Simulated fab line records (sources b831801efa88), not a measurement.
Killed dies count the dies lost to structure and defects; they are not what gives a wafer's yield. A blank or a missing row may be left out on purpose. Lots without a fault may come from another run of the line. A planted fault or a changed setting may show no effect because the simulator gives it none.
Struck lot and sound lot, side by side -- flow sky130 -- 33 steps out of a route of 708
Sound: these wafers, L493.2, L493.4, L493.6. Wafers L501.1, L501.2, L501.5 were the ones struck. The cause comes at the end.
Order at every step that has rows: each side's tool, ch and its chambers, its first start. Under that, the readings that differ: sound wafers -- struck wafers -- difference of the means -- sigmas: that difference in standard deviations of wafers without a fault.
alike: a reading whose means differ by less than 2 such deviations, as well as words and numbers matching on both sides. not compared: withheld readings; readings where some wafer has no value; bounds like >300 that might hide an equal value; numbers whose values overlap and for which the record gives no deviation.
A row with sigmas, a row that says differs or no value, or rows on one side alone: a step with any of these is where the two part. Numbers that don't overlap but have no deviation are shown without sigmas and don't part them. A reading that every wafer of one side lacks parts them only if that side has two wafers or more.

first, 1 step without rows for these wafers: SKY_METAL2_DEVELOP_14 (develop time 60 s).
SKY_METAL2_CD_MEAS_15: target cd 140 nm.
  sound on cd_sem-01 at day 36 04:12; struck on cd_sem-01 at day 38 10:10
  alike: cd_nm
SKY_METAL2_OVL_MEAS_16:
  sound on overlay-01 at day 36 04:19; struck on overlay-01 at day 38 10:17
  alike: METAL2_OVL
SKY_METAL2_DESCUM_17: chemistry O2, time 8 s.
  sound on rie_metal-04 ch 0,1, day 36 04:20; struck on rie_metal-02 ch 0,1, day 38 10:20
  alike: chamber_pressure_mTorr, drypump_motor_current_A, oes_product_au
  not compared: rf_hours_counter_h
SKY_METAL2_ETCH_18: etches BARC in N2/H2, stops on SiO2, time 45.9 s, target depth 60 nm.
  sound on rie_metal-04 ch 0,1, day 36 04:22; struck on rie_metal-02 ch 0,1, day 38 10:22
  alike: chamber_pressure_mTorr, drypump_motor_current_A, oes_product_au, throttle_valve_pct
  not compared: rf_hours_counter_h
SKY_METAL2_METAL_ETCH_19: etches the open film in Cl2/BCl3, stops on SiO2, target depth 360 nm, time 78 s.
  sound on rie_metal-04 ch 0,1, day 36 04:26; struck on rie_metal-02 ch 0,1, day 38 10:25
  alike: chamber_pressure_mTorr, drypump_motor_current_A, oes_product_au, throttle_valve_pct
  not compared: rf_hours_counter_h
then, 5 steps without rows for these wafers: SKY_METAL2_STRIP_20 (strips in O2/N2); SKY_METAL2_STRIP_21 (strips in post etch residue remover, time 1200 s); SKY_METAL2_CLEAN_22 (cleans in IPA, time 180 s); SKY_METAL2_CLEAN_23 (cleans in O3/DIW); SKY_VIA2_HDPCVD_00 (deposits SiO2, target thk 1180 nm, time 196.7 s).
SKY_VIA2_THK_MEAS_01:
  sound on film_metro-04 at day 36 05:35; struck on film_metro-02 at day 38 11:14
  alike: VIA2_HDPCVD_THK
SKY_VIA2_CMP_02: polishes SiO2.
  sound on cmp-02 ch 0,1,2, day 36 05:38; struck on cmp-01 ch 0,3, day 38 11:17
  no value came back on the struck wafers for edge_zone_pressure_frac, head_pressure_psi (psi), motor_current_A (A); on the sound wafers edge_zone_pressure_frac reads 1.004 1.004 0.988
reading,sound,struck,difference,sigmas
model.SiO2_of_VIA2_HDPCVD_00.thk_nm (nm),495.5 495 496.6,1185 1165 1174,+679,
SKY_VIA2_BOW_MEAS_03:
  sound on film_metro-01 at day 36 05:58; struck on film_metro-02 at day 38 11:35
reading,sound,struck,difference,sigmas
VIA2_BOW (um),88 91 83,124 124 136,+41,+5
then, 8 steps without rows for these wafers: SKY_VIA2_DEHYDRATE_04 (time 60 s); SKY_VIA2_HMDS_05 (prime time 60 s); SKY_VIA2_COAT_06 (resist thk 60 nm); SKY_VIA2_COAT_07 (resist thk 450 nm); SKY_VIA2_SOFTBAKE_08 (time 90 s); SKY_VIA2_EXPOSE_09 (exposes mask VIM2, target cd 200 nm); SKY_VIA2_PEB_10; SKY_VIA2_DEVELOP_11 (develop time 60 s).
SKY_VIA2_CD_MEAS_12: target cd 200 nm.
  sound on cd_sem-02 at day 37 07:35; struck on cd_sem-01 at day 39 12:21
  alike: cd_nm
SKY_VIA2_OVL_MEAS_13:
  sound on overlay-01 at day 37 07:41; struck on overlay-02 at day 39 12:28
  alike: VIA2_OVL
then, 1 step without rows for these wafers: SKY_VIA2_ETCH_14 (etches BARC in N2/H2, stops on SiO2, time 45.9 s, target depth 60 nm).
SKY_VIA2_ETCH_15: etches SiO2 in C4F8/O2/Ar, stops on TiN, target depth 546 nm, time 84 s.
  sound on rie_diel-03 ch 2,3, day 37 07:46; struck on rie_diel-01 ch 1,3, day 39 12:33
reading,sound,struck,difference,sigmas
oes_product_au (a.u.),0.943 0.940 0.942,1.611 1.636 1.637,+0.686,+99 or more
model.etch.depth_nm (nm),495.5 495 496.6,545.5 551.1 551.1,+53.5,
model.VIA2.feature_depth_nm (nm),495.5 495 496.6,545.5 551.1 551.1,+53.5,
  alike: chamber_pressure_mTorr
SKY_VIA2_STRIP_16: strips in O2/N2.
  sound on plasma_asher-01 ch 0, day 37 07:49; struck on plasma_asher-01 ch 0,1, day 39 12:37
  alike: chamber_pressure_mTorr, drypump_motor_current_A, oes_product_au, strip_time_to_endpoint_s
  not compared: rf_hours_counter_h
then, 4 steps without rows for these wafers: SKY_VIA2_STRIP_17 (strips in post etch residue remover, time 1200 s); SKY_VIA2_CLEAN_18 (cleans in IPA, time 180 s); SKY_VIA2_CLEAN_19 (cleans in O3/DIW); SKY_VIA2_SPUTTER_20 (material TiN, target thk 20 nm, time 80 s).
SKY_VIA2_CVD_21: deposits W, target thk 420 nm, time 126.4 s.
  sound on cvd_w-01 ch 1, day 37 08:29; struck on cvd_w-02 ch 0,1, day 39 13:16
  alike: heater_power_w
SKY_VIA2_CMP_24: polishes, stops on SiO2, t overpolish 20 s, target thk 0 nm.
  sound on cmp-02 ch 1,2, day 37 08:47; struck on cmp-02 ch 0,2,3, day 39 13:37
reading,sound,struck,difference,sigmas
model.SiO2_of_VIA2_HDPCVD_00.thk_nm (nm),491.1 490.6 492.2,1181 1161 1170,+679,
  alike: edge_zone_pressure_frac, head_pressure_psi, motor_current_A

## WHERE THEY PART
Earliest at SKY_VIA2_CMP_02; latest, in this record, at SKY_VIA2_ETCH_15. Later steps at which nothing parts them and some readings are alike: SKY_VIA2_STRIP_16, SKY_VIA2_CVD_21, SKY_VIA2_CMP_24.

WHY: what the simulator had put in
Entire step skipped (cmp-01, SKY_VIA2_CMP_02), from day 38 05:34 onward. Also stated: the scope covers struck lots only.
